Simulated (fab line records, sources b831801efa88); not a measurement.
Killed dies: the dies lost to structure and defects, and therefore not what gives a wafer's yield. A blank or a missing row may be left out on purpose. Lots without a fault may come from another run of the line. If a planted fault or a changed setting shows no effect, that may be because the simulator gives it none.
fab line records	flow sky130
[record] lots = 5	wafers = 27
route steps=708 shown CAPM@539 METAL3@562 METAL4@634 METAL5@676 PAD_OPEN@701
start_h: hours from the record's opening day to when the first of the lot's shown wafers began	wait_h: hours since the lot's step before	" same as the row above	L1.1+2: one row covering several wafers at once	- no value, or no start was given	* or withheld: withheld	< > ~ a bound
route shown NAME@n: names a module that has steps shown in the file, with the first one's number in the route	usual: average and standard deviation across the fault-free wafers	same: alike in all rows	chamber/n: place in a boat	sites: each site's reading	_std_site: standard deviation across them	_edge_site: the outer-site mean with the inner-site mean subtracted	radius_mm: how far each site lies from the wafer's centre	mask NAME#n: copy n	behind: the last tool/chamber to shape the wafer	hold: reason for holding the lot/hours on hold/outcome of the hold	device: transistor that didn't switch, given as n, p or np	end of line: at the end of the route, the tests of the same wafers	a step given without rows: its recipe and nothing more	killed: the dies lost at the first sort to structure and to defects; this is not the yield of the wafer	map: a wafer's dies, marking killed ones x, the rest . and places with no die _
set.NAME: the run value of the setting; set.NAME@STEP: its run value at that earlier step	model.NAME: the simulator's own value behind a step, which no gauge read
one table per step and one row per wafer, for lots whose settings were changed on purpose
[[steps]]
[step SKY_CAPM_SPUTTER_02]
[recipe] material = TiN	target_thk_nm = 200	temp_c = 300	power_w = 6500	time_s = 166.7	chamber_pressure_pa = 0.4
lot.wafer	tool	chamber	start_h	wait_h	set.time_s	model.TiN_of_CAPM_SPUTTER_02.thk_nm
L075.1	pvd_sputter-01	-	846.32	0.1	166.7	197.7
L075.2	"	-	"	"	130	151.1
L075.3	"	-	"	"	166.7	193.7
L075.4	"	-	"	"	130	152.8
L075.5	"	-	"	"	130	149.4
L075.6	"	-	"	"	166.7	198.8
L076.1	pvd_sputter-02	-	860.08	0.1	166.7	202.7
L076.4	"	-	"	"	166.7	202.3
L076.5	"	-	"	"	166.7	201.2
L079.1	pvd_sputter-01	-	894.19	0.1	194.7	232
L079.2	"	-	"	"	166.7	195
L079.3	"	-	"	"	166.7	200
L079.4	"	-	"	"	194.7	233.9
L079.5	"	-	"	"	194.7	231.6
L079.6	"	-	"	"	166.7	200.6
L081.1	pvd_sputter-01	-	900.21	0.1	166.7	196.2
L081.2	"	-	"	"	166.7	202.3
L081.3	"	-	"	"	139.1	165.5
L081.4	"	-	"	"	166.7	200
L081.5	"	-	"	"	139.1	165.1
L081.6	"	-	"	"	139.1	167.9
L083.1	pvd_sputter-02	-	920.99	0.1	69.02	83.46
L083.2	"	-	"	"	166.7	199.6
L083.3	"	-	"	"	69.02	84
L083.4	"	-	"	"	166.7	200
L083.5	"	-	"	"	69.02	82.99
L083.6	"	-	"	"	166.7	200.4
[step SKY_CAPM_RS_MEAS_03]
[recipe] thk_meas_gauge = four-point-probe	reads = TiN_of_CAPM_SPUTTER_02
[usual] CAPM_TIN_RS = 6.92/0.089
lot.wafer	tool	chamber	start_h	wait_h	set.time_s@CAPM_SPUTTER_02	CAPM_TIN_RS[ohm/sq]
L075.1	film_metro-01	-	846.43	0.1	166.7	7.00
L075.2	"	-	"	"	130	9.21
L075.3	"	-	"	"	166.7	7.14
L075.4	"	-	"	"	130	9.13
L075.5	"	-	"	"	130	9.33
L075.6	"	-	"	"	166.7	6.95
L076.1	film_metro-04	-	860.19	0.1	166.7	6.82
L076.4	"	-	"	"	166.7	6.83
L076.5	"	-	"	"	166.7	6.87
L079.1	film_metro-01	-	894.30	0.1	194.7	5.95
L079.2	"	-	"	"	166.7	7.10
L079.3	"	-	"	"	166.7	6.93
L079.4	"	-	"	"	194.7	5.89
L079.5	"	-	"	"	194.7	5.95
L079.6	"	-	"	"	166.7	6.89
L081.1	film_metro-02	-	900.32	0.1	166.7	7.05
L081.2	"	-	"	"	166.7	6.85
L081.3	"	-	"	"	139.1	8.39
L081.4	"	-	"	"	166.7	6.92
L081.5	"	-	"	"	139.1	8.43
L081.6	"	-	"	"	139.1	8.27
L083.1	film_metro-02	-	921.10	0.1	69.02	17.13
L083.2	"	-	"	"	166.7	6.93
L083.3	"	-	"	"	69.02	16.98
L083.4	"	-	"	"	166.7	6.92
L083.5	"	-	"	"	69.02	17.23
L083.6	"	-	"	"	166.7	6.91
[step SKY_CAPM_THK_MEAS_04]
[recipe] thk_meas_gauge = xrf	reads = TiN_of_CAPM_SPUTTER_02
[usual] CAPM_TIN_THK = 198.6/2.6
lot.wafer	tool	chamber	start_h	wait_h	set.time_s@CAPM_SPUTTER_02	CAPM_TIN_THK[nm]
L075.1	film_metro-01	-	846.55	0.1	166.7	196.5
L075.2	"	-	"	"	130	150.5
L075.3	"	-	"	"	166.7	192.9
L075.4	"	-	"	"	130	152.6
L075.5	"	-	"	"	130	148.6
L075.6	"	-	"	"	166.7	198.2
L076.1	film_metro-04	-	860.31	0.1	166.7	201.6
L076.4	"	-	"	"	166.7	201.3
L076.5	"	-	"	"	166.7	199.9
L079.1	film_metro-01	-	894.42	0.1	194.7	228.7
L079.2	"	-	"	"	166.7	192.0
L079.3	"	-	"	"	166.7	196.9
L079.4	"	-	"	"	194.7	230.1
L079.5	"	-	"	"	194.7	227.6
L079.6	"	-	"	"	166.7	198.4
L081.1	film_metro-02	-	900.44	0.1	166.7	195.8
L081.2	"	-	"	"	166.7	201.3
L081.3	"	-	"	"	139.1	164.4
L081.4	"	-	"	"	166.7	198.6
L081.5	"	-	"	"	139.1	164.5
L081.6	"	-	"	"	139.1	166.8
L083.1	film_metro-02	-	921.22	0.1	69.02	83.1
L083.2	"	-	"	"	166.7	198.9
L083.3	"	-	"	"	69.02	83.9
L083.4	"	-	"	"	166.7	199.9
L083.5	"	-	"	"	69.02	83.2
L083.6	"	-	"	"	166.7	200.0
[step SKY_CAPM_DEHYDRATE_05]
[recipe] temp_c = 200	time_s = 60
[step SKY_CAPM_HMDS_06]
[recipe] prime_time_s = 60	prime_temp_c = 120
[step SKY_CAPM_DEVELOP_11]
[recipe] resist = NOVOLAK	developer = TMAH	develop_time_s = 60	dev_temp_c = 23
[step SKY_CAPM_METAL_ETCH_13]
[recipe] target_depth_nm = 220	stop_on = SiO2	chemistry = Cl2/BCl3	target = TiN	pressure_mtorr = 10	icp_w = 900	bias_w = 48.5	Cl2_flow_sccm = 60	bcl3_flow_sccm = 30	time_s = 62.9
[usual] oes_product_au = 0.941/0.0083
lot.wafer	tool	chamber	start_h	wait_h	set.time_s@CAPM_SPUTTER_02	oes_product_au
L075.1	rie_metal-01	1	873.85	0.0	166.7	0.932
L075.2	"	0	"	"	130	0.804
L075.3	"	0	"	"	166.7	0.925
L075.4	"	1	"	"	130	0.809
L075.5	"	1	"	"	130	0.787
L075.6	"	0	"	"	166.7	0.929
L076.1	rie_metal-04	1	886.50	0.0	166.7	0.952
L076.4	"	0	"	"	166.7	0.952
L076.5	"	1	"	"	166.7	0.942
L079.1	rie_metal-01	1	918.60	0.0	194.7	1.017
L079.2	"	0	"	"	166.7	0.928
L079.3	"	1	"	"	166.7	0.945
L079.4	"	0	"	"	194.7	0.998
L079.5	"	1	"	"	194.7	1.010
L079.6	"	0	"	"	166.7	0.942
L081.1	rie_metal-01	0	924.90	0.0	166.7	0.931
L081.2	"	1	"	"	166.7	0.943
L081.3	"	1	"	"	139.1	0.845
L081.4	"	0	"	"	166.7	0.941
L081.5	"	1	"	"	139.1	0.836
L081.6	"	0	"	"	139.1	0.845
L083.1	rie_metal-01	1	945.80	0.0	69.02	0.614
L083.2	"	0	"	"	166.7	0.946
L083.3	"	1	"	"	69.02	0.616
L083.4	"	0	"	"	166.7	0.935
L083.5	"	0	"	"	69.02	0.606
L083.6	"	1	"	"	166.7	0.945
[step SKY_METAL3_DEVELOP_12]
[recipe] develop_time_s = 60	resist = KrF-thick	dev_temp_c = 21
lot.wafer	tool	chamber	start_h	wait_h	set.develop_time_s
L075.1+4+5	litho_track-04	0	-	-	60
L075.2+3+6	"	0	"	"	40.27
L076.1+4+5	litho_track-03	0	-	-	60
L079.1+2+3+4+5+6	litho_track-03	0	-	-	60
L081.1+3+6	litho_track-02	0	-	-	35.69
L081.2+4+5	"	0	"	"	60
L083.1+5+6	litho_track-03	0	-	-	60
L083.2+3+4	"	0	"	"	49.3
[step SKY_METAL3_CD_MEAS_13]
[recipe] target_cd_nm = 300
[usual] cd_nm = 300.2/1.3
lot.wafer	tool	chamber	start_h	wait_h	set.develop_time_s@METAL3_DEVELOP_12	cd_nm
L075.1	cd_sem-01	-	900.18	-	60	301.5
L075.2	"	-	"	"	40.27	308.4
L075.3	"	-	"	"	40.27	310.0
L075.4	"	-	"	"	60	301.3
L075.5	"	-	"	"	60	303.0
L075.6	"	-	"	"	40.27	309.4
L076.1	cd_sem-01	-	912.50	-	60	301.8
L076.4	"	-	"	"	60	299.8
L076.5	"	-	"	"	60	300.5
L079.1	cd_sem-02	-	943.69	-	60	300.4
L079.2	"	-	"	"	60	300.5
L079.3	"	-	"	"	60	301.4
L079.4	"	-	"	"	60	301.2
L079.5	"	-	"	"	60	299.9
L079.6	"	-	"	"	60	301.2
L081.1	cd_sem-02	-	950.17	-	35.69	310.7
L081.2	"	-	"	"	60	300.4
L081.3	"	-	"	"	35.69	310.5
L081.4	"	-	"	"	60	300.4
L081.5	"	-	"	"	60	299.8
L081.6	"	-	"	"	35.69	309.9
L083.1	cd_sem-02	-	970.90	-	60	-
L083.2	"	-	"	"	49.3	305.2
L083.3	"	-	"	"	49.3	303.4
L083.4	"	-	"	"	49.3	-
L083.5	"	-	"	"	60	-
L083.6	"	-	"	"	60	301.2
[step SKY_METAL3_DESCUM_15]
[recipe] chemistry = O2	source_power_w = 150	bias_power_w = 0	pressure_mtorr = 10	temp_c = 40	time_s = 8
lot.wafer	tool	chamber	start_h	wait_h	set.develop_time_s@METAL3_DEVELOP_12	model.METAL3.cd_nm
L075.1+4	rie_metal-04	1,0	900.34	0.0	60	301.4
L075.2	"	0	"	"	40.27	308.8
L075.3	"	1	"	"	40.27	310.1
L075.5	"	0	"	"	60	303
L075.6	"	1	"	"	40.27	309.1
L076.1	rie_metal-02	1	912.65	0.0	60	300.2
L076.4	"	1	"	"	60	299.2
L076.5	"	1	"	"	60	299.7
L079.1	rie_metal-04	0	943.84	0.0	60	299.7
L079.2	"	1	"	"	60	300.1
L079.3	"	1	"	"	60	301
L079.4	"	0	"	"	60	300.8
L079.5	"	0	"	"	60	299.4
L079.6	"	1	"	"	60	300.7
L081.1	rie_metal-04	0	950.32	0.0	35.69	310.3
L081.2+4	"	1	"	"	60	300.2
L081.3	"	0	"	"	35.69	310.4
L081.5	"	1	"	"	60	300.5
L081.6	"	0	"	"	35.69	309.4
L083.1	rie_metal-02	1	971.05	0.0	60	301.8
L083.2+4	"	1	"	"	49.3	304.5
L083.3	"	1	"	"	49.3	302.6
L083.5+6	"	1	"	"	60	300.4
[step SKY_METAL3_ETCH_16]
[recipe] chemistry = N2/H2	target = BARC	ion_energy_ev = 200	bias_w = 100	pressure_mtorr = 30	n2_flow_sccm = 100	h2_flow_sccm = 200	icp_w = 500	stop_on = SiO2	time_s = 88.2	target_depth_a = 600
lot.wafer	tool	chamber	start_h	wait_h	set.develop_time_s@METAL3_DEVELOP_12	model.METAL3.cd_nm
L075.1	rie_metal-04	1	900.37	0.0	60	301.2
L075.2	"	0	"	"	40.27	307
L075.3	"	1	"	"	40.27	310.5
L075.4	"	0	"	"	60	299.1
L075.5	"	0	"	"	60	301.7
L075.6	"	1	"	"	40.27	309
L076.1	rie_metal-02	1	912.72	0.1	60	301.1
L076.4	"	1	"	"	60	299.3
L076.5	"	1	"	"	60	299.9
L079.1	rie_metal-04	0	943.88	0.0	60	299.5
L079.2	"	1	"	"	60	301.9
L079.3	"	1	"	"	60	301.5
L079.4	"	0	"	"	60	300.6
L079.5	"	0	"	"	60	298.5
L079.6	"	1	"	"	60	302.4
L081.1	rie_metal-04	0	950.35	0.0	35.69	309.9
L081.2	"	1	"	"	60	302.2
L081.3	"	0	"	"	35.69	310.5
L081.4	"	1	"	"	60	301.9
L081.5	"	1	"	"	60	303.4
L081.6	"	0	"	"	35.69	309.8
L083.1	rie_metal-02	1	971.12	0.1	60	301.2
L083.2	"	1	"	"	49.3	304.3
L083.3	"	1	"	"	49.3	301.6
L083.4	"	1	"	"	49.3	304.6
L083.5	"	1	"	"	60	299.8
L083.6	"	1	"	"	60	300
[step SKY_METAL4_METAL_ETCH_18]
[recipe] target_depth_a = 8450	stop_on = SiO2	over_etch_frac = 0.3	time_s = 183.1	chemistry = Cl2/BCl3	resist_sidewall_deg = 88	pressure_mtorr = 10	icp_w = 900	bias_w = 48.5	Cl2_flow_sccm = 60	bcl3_flow_sccm = 30
[usual] oes_product_au = 0.867/0.0057
lot.wafer	tool	chamber	start_h	wait_h	set.target_depth_a	oes_product_au	model.KrF-thick_of_METAL4_COAT_08.thk_nm	model.METAL4.cd_nm
L075.1	rie_metal-04	1	979.52	0.0	8450	0.870	541.1	304.4
L075.2	"	1	"	"	8450	0.857	536.5	307.8
L075.3	"	1	"	"	8450	0.871	537.6	306.8
L075.4	"	1	"	"	8450	0.864	542.1	306.7
L075.5	"	1	"	"	8450	0.871	540.5	303.7
L075.6	"	1	"	"	8450	0.863	543	308.2
L076.1	rie_metal-04	1	989.02	0.0	8450	0.868	530.2	297.6
L076.4	"	1	"	"	8450	0.870	539.1	296.5
L076.5	"	0	"	"	8450	0.881	521.3	303.3
L079.1	rie_metal-03	1	1019.97	0.0	6467	0.995	654.5	312.5
L079.2	"	0	"	"	8450	0.860	519.5	304.6
L079.3	"	1	"	"	6467	0.987	650.8	309.6
L079.4	"	0	"	"	6467	1.006	650.6	319.7
L079.5	"	0	"	"	8450	0.866	517.8	302.9
L079.6	"	1	"	"	8450	0.877	522.9	295.7
L081.1	rie_metal-03	0	1026.29	0.0	13130	0.692	223.7	270.3
L081.2	"	1	"	"	8450	0.858	532.1	298.4
L081.3	"	0	"	"	13130	0.694	224.8	267.6
L081.4	"	1	"	"	8450	0.860	527.3	298.5
L081.5	"	0	"	"	13130	0.693	219.3	268.5
L081.6	"	1	"	"	8450	0.861	529.9	299.3
L083.1	rie_metal-03	1	1045.37	0.0	8450	0.867	523	295.8
L083.2	"	0	"	"	10530	0.771	393.5	286.7
L083.3	"	1	"	"	8450	0.868	529	294.1
L083.4	"	0	"	"	8450	0.863	523.2	301.9
L083.5	"	0	"	"	10530	0.772	386.7	284.2
L083.6	"	1	"	"	10530	0.770	397.9	277.7
[step SKY_METAL4_STRIP_19]
[recipe] chemistry = O2/N2	power_w = 1400	pressure_mtorr = 1500	platen_temp_c = withheld	o2_flow_sccm = 3000	n2_flow_sccm = 300	overash_fraction = 0.5
[usual] oes_product_au = 0.504/0.0061	strip_time_to_endpoint_s = 6.56/0.1
lot.wafer	tool	chamber	start_h	wait_h	set.target_depth_a@METAL4_METAL_ETCH_18	oes_product_au	strip_time_to_endpoint_s
L075.1	plasma_asher-01	1	979.88	0.3	8450	0.515	6.67
L075.2	"	0	"	"	8450	0.508	6.65
L075.3	"	1	"	"	8450	0.511	6.63
L075.4	"	0	"	"	8450	0.504	6.69
L075.5	"	0	"	"	8450	0.509	6.66
L075.6	"	1	"	"	8450	0.512	6.71
L076.1	plasma_asher-02	0	989.20	0.1	8450	0.495	6.56
L076.4	"	1	"	"	8450	0.504	6.65
L076.5	"	1	"	"	8450	0.497	6.48
L079.1	plasma_asher-01	0	1020.15	0.1	6467	0.552	7.79
L079.2	"	1	"	"	8450	0.498	6.47
L079.3	"	0	"	"	6467	0.556	7.76
L079.4	"	1	"	"	6467	0.551	7.76
L079.5	"	1	"	"	8450	0.498	6.43
L079.6	"	0	"	"	8450	0.500	6.49
L081.1	plasma_asher-01	1	1026.47	0.1	13130	0.371	3.40
L081.2	"	0	"	"	8450	0.503	6.58
L081.3	"	1	"	"	13130	0.373	3.41
L081.4	"	0	"	"	8450	0.507	6.53
L081.5	"	0	"	"	13130	0.368	3.36
L081.6	"	1	"	"	8450	0.506	6.56
L083.1	plasma_asher-02	0	1045.55	0.1	8450	0.489	6.48
L083.2	"	1	"	"	10530	0.447	5.19
L083.3	"	0	"	"	8450	0.502	6.56
L083.4	"	1	"	"	8450	0.495	6.51
L083.5	"	0	"	"	10530	0.434	5.12
L083.6	"	1	"	"	10530	0.446	5.22
[step SKY_METAL5_METAL_ETCH_15]
[recipe] target_depth_a = 12600	stop_on = SiO2	over_etch_frac = 0.2	time_s = 252	chemistry = Cl2/BCl3	resist_sidewall_deg = 86	pressure_mtorr = 10	icp_w = 900	bias_w = 48.5	Cl2_flow_sccm = 60	bcl3_flow_sccm = 30
[usual] oes_product_au = 0.894/0.0047
lot.wafer	tool	chamber	start_h	wait_h	set.target_depth_a	oes_product_au	model.NOVOLAK_of_METAL5_COAT_09.thk_nm	model.METAL5.cd_nm	model.SiO2_of_VIA4_HDPCVD_00.thk_nm
L075.1	rie_metal-04	1	1029.10	0.0	12600	0.895	1060	1608	547.9
L075.2	"	0	"	"	12600	0.900	1040	1588	546.8
L075.3	"	1	"	"	19520	0.712	666.3	1554	538
L075.4	"	0	"	"	12600	0.894	1045	1589	549
L075.5	"	0	"	"	19520	0.712	623.6	1538	534.6
L075.6	"	1	"	"	19520	0.703	657.6	1553	535.8
L076.1	rie_metal-01	0	1037.55	0.0	12600	0.893	1042	1603	548.2
L076.4	"	0	"	"	12600	0.895	1040	1605	550.8
L076.5	"	0	"	"	12600	0.884	1034	1605	551.1
L079.1	rie_metal-01	1	1067.15	0.0	12600	0.896	1019	1600	548.5
L079.2	"	0	"	"	12600	0.897	1030	1602	547.1
L079.3	"	0	"	"	12600	0.898	1028	1593	545.8
L079.4	"	1	"	"	12600	0.896	1029	1600	546.3
L079.5	"	1	"	"	12600	0.896	1035	1599	546.3
L079.6	"	0	"	"	12600	0.904	1039	1598	548.4
L081.1	rie_metal-02	1	1073.59	0.1	12600	0.895	1028	1606	548
L081.2	"	1	"	"	12600	0.891	1025	1607	549.2
L081.3	"	1	"	"	12600	0.896	1030	1605	548.7
L081.4	"	1	"	"	12600	0.889	1031	1607	547.7
L081.5	"	1	"	"	12600	0.895	1027	1609	549.1
L081.6	"	1	"	"	12600	0.891	1031	1609	547.5
L083.1	rie_metal-04	1	1089.83	0.0	17870	0.742	745.1	1574	540.1
L083.2	"	0	"	"	12600	0.905	1038	1584	549.7
L083.3	"	0	"	"	12600	0.895	1035	1590	549
L083.4	"	1	"	"	17870	0.741	753.1	1573	539.5
L083.5	"	1	"	"	17870	0.741	747.1	1572	540.1
L083.6	"	0	"	"	12600	0.891	1037	1590	548.3
[step SKY_METAL5_STRIP_16]
[recipe] chemistry = O2/N2	power_w = 1400	pressure_mtorr = 1500	platen_temp_c = withheld	o2_flow_sccm = 3000	n2_flow_sccm = 300	overash_fraction = 0.5
[usual] oes_product_au = 0.711/0.005	strip_time_to_endpoint_s = 13.13/0.13
lot.wafer	tool	chamber	start_h	wait_h	set.target_depth_a@METAL5_METAL_ETCH_15	oes_product_au	strip_time_to_endpoint_s
L075.1	plasma_asher-03	0	1029.34	0.2	12600	0.710	13.32
L075.2	"	1	"	"	12600	0.717	13.14
L075.3	"	0	"	"	19520	0.593	8.81
L075.4	"	1	"	"	12600	0.718	13.18
L075.5	"	1	"	"	19520	0.568	8.29
L075.6	"	0	"	"	19520	0.592	8.72
L076.1	plasma_asher-02	1	1037.79	0.2	12600	0.709	13.14
L076.4	"	1	"	"	12600	0.709	13.12
L076.5	"	0	"	"	12600	0.712	13.08
L079.1	plasma_asher-03	0	1067.39	0.2	12600	0.707	12.89
L079.2	"	1	"	"	12600	0.712	13.00
L079.3	"	0	"	"	12600	0.710	12.99
L079.4	"	1	"	"	12600	0.721	13.01
L079.5	"	1	"	"	12600	0.709	13.07
L079.6	"	0	"	"	12600	0.712	13.13
L081.1	plasma_asher-02	1	1074.06	0.4	12600	0.715	12.97
L081.2	"	0	"	"	12600	0.714	12.97
L081.3	"	1	"	"	12600	0.701	13.01
L081.4	"	0	"	"	12600	0.720	13.00
L081.5	"	0	"	"	12600	0.706	12.97
L081.6	"	1	"	"	12600	0.714	13.02
L083.1	plasma_asher-03	0	1090.07	0.2	17870	0.630	9.74
L083.2	"	1	"	"	12600	0.707	13.10
L083.3	"	0	"	"	12600	0.713	13.08
L083.4	"	1	"	"	17870	0.634	9.85
L083.5	"	1	"	"	17870	0.637	9.76
L083.6	"	0	"	"	12600	0.710	13.09
[step SKY_PAD_OPEN_ETCH_07]
[recipe] chemistry = CF4/O2	target_depth_nm = 725	stop_on = AlCu	source_w = 800	bias_w = 150	pressure_mtorr = 150	cf4_flow_sccm = 80	O2_flow_sccm = 10	time_s = 161.1
[usual] oes_product_au = 0.978/0.0062
lot.wafer	tool	chamber	start_h	wait_h	set.time_s	oes_product_au
L075.1	rie_diel-02	1	1073.62	-	209.7	0.950
L075.2	"	0	"	"	161.1	0.978
L075.3	"	3	"	"	209.7	0.962
L075.4	"	2	"	"	161.1	0.984
L075.5	"	1	"	"	209.7	0.960
L075.6	"	0	"	"	161.1	0.975
L076.1	rie_diel-02	0	1081.67	-	161.1	0.976
L076.4	"	1	"	"	161.1	0.967
L076.5	"	1	"	"	161.1	0.971
L079.1	rie_diel-01	2	1109.92	-	161.1	0.977
L079.2	"	0	"	"	161.1	0.981
L079.3	"	3	"	"	161.1	0.976
L079.4	"	2	"	"	161.1	0.979
L079.5	"	0	"	"	161.1	0.979
L079.6	"	3	"	"	161.1	0.979
L081.1	rie_diel-04	1	1115.09	-	161.1	0.966
L081.2	"	3	"	"	66.33	0.988
L081.3	"	2	"	"	161.1	0.974
L081.4	"	2	"	"	161.1	0.984
L081.5	"	3	"	"	66.33	0.994
L081.6	"	1	"	"	66.33	0.995
L083.1	rie_diel-04	1	1130.27	-	161.1	0.980
L083.2	"	3	"	"	257.7	0.957
L083.3	"	2	"	"	161.1	0.978
L083.4	"	1	"	"	257.7	0.957
L083.5	"	2	"	"	257.7	0.958
L083.6	"	3	"	"	161.1	0.983
[[key]]
[split] step = SKY_CAPM_SPUTTER_02	setting = time_s	stated = 166.7	by = wafer
[response] step = SKY_CAPM_SPUTTER_02	reading = model.TiN_of_CAPM_SPUTTER_02.thk_nm	change = +2	per = 1%	r = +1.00
[response] step = SKY_CAPM_RS_MEAS_03	reading = CAPM_TIN_RS	change = -0.153	per = 1%	r = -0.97
[response] step = SKY_CAPM_THK_MEAS_04	reading = CAPM_TIN_THK	change = +1.99	per = 1%	r = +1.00
[response] step = SKY_CAPM_METAL_ETCH_13	reading = oes_product_au	change = +0.00557	per = 1%	r = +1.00
[split] step = SKY_METAL3_DEVELOP_12	setting = develop_time_s	stated = 60	by = wafer
[response] step = SKY_METAL3_CD_MEAS_13	reading = cd_nm	change = -0.236	per = 1%	r = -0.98
[response] step = SKY_METAL3_DESCUM_15	reading = model.METAL3.cd_nm	change = -0.228	per = 1%	r = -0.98
[response] step = SKY_METAL3_ETCH_16	reading = model.METAL3.cd_nm	change = -0.207	per = 1%	r = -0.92
[split] step = SKY_METAL4_METAL_ETCH_18	setting = target_depth_a	stated = 8450	by = wafer
[response] step = SKY_METAL4_METAL_ETCH_18	reading = oes_product_au	change = -0.00344	per = 1%	r = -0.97
[response] step = SKY_METAL4_METAL_ETCH_18	reading = model.KrF-thick_of_METAL4_COAT_08.thk_nm	change = -5.53	per = 1%	r = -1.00
[response] step = SKY_METAL4_METAL_ETCH_18	reading = model.METAL4.cd_nm	change = -0.548	per = 1%	r = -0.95
[response] step = SKY_METAL4_STRIP_19	reading = oes_product_au	change = -0.00238	per = 1%	r = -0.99
[response] step = SKY_METAL4_STRIP_19	reading = strip_time_to_endpoint_s	change = *	per = 1%	r = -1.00
[split] step = SKY_METAL5_METAL_ETCH_15	setting = target_depth_a	stated = 12600	by = wafer
[response] step = SKY_METAL5_METAL_ETCH_15	reading = oes_product_au	change = -0.00352	per = 1%	r = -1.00
[response] step = SKY_METAL5_METAL_ETCH_15	reading = model.NOVOLAK_of_METAL5_COAT_09.thk_nm	change = -7.13	per = 1%	r = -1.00
[response] step = SKY_METAL5_METAL_ETCH_15	reading = model.METAL5.cd_nm	change = -0.668	per = 1%	r = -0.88
[response] step = SKY_METAL5_METAL_ETCH_15	reading = model.SiO2_of_VIA4_HDPCVD_00.thk_nm	change = -0.216	per = 1%	r = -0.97
[response] step = SKY_METAL5_STRIP_16	reading = oes_product_au	change = -0.00217	per = 1%	r = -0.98
[response] step = SKY_METAL5_STRIP_16	reading = strip_time_to_endpoint_s	change = *	per = 1%	r = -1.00
[split] step = SKY_PAD_OPEN_ETCH_07	setting = time_s	stated = 161.1	by = wafer
[response] step = SKY_PAD_OPEN_ETCH_07	reading = oes_product_au	change = -0.000389	per = 1%	r = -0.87
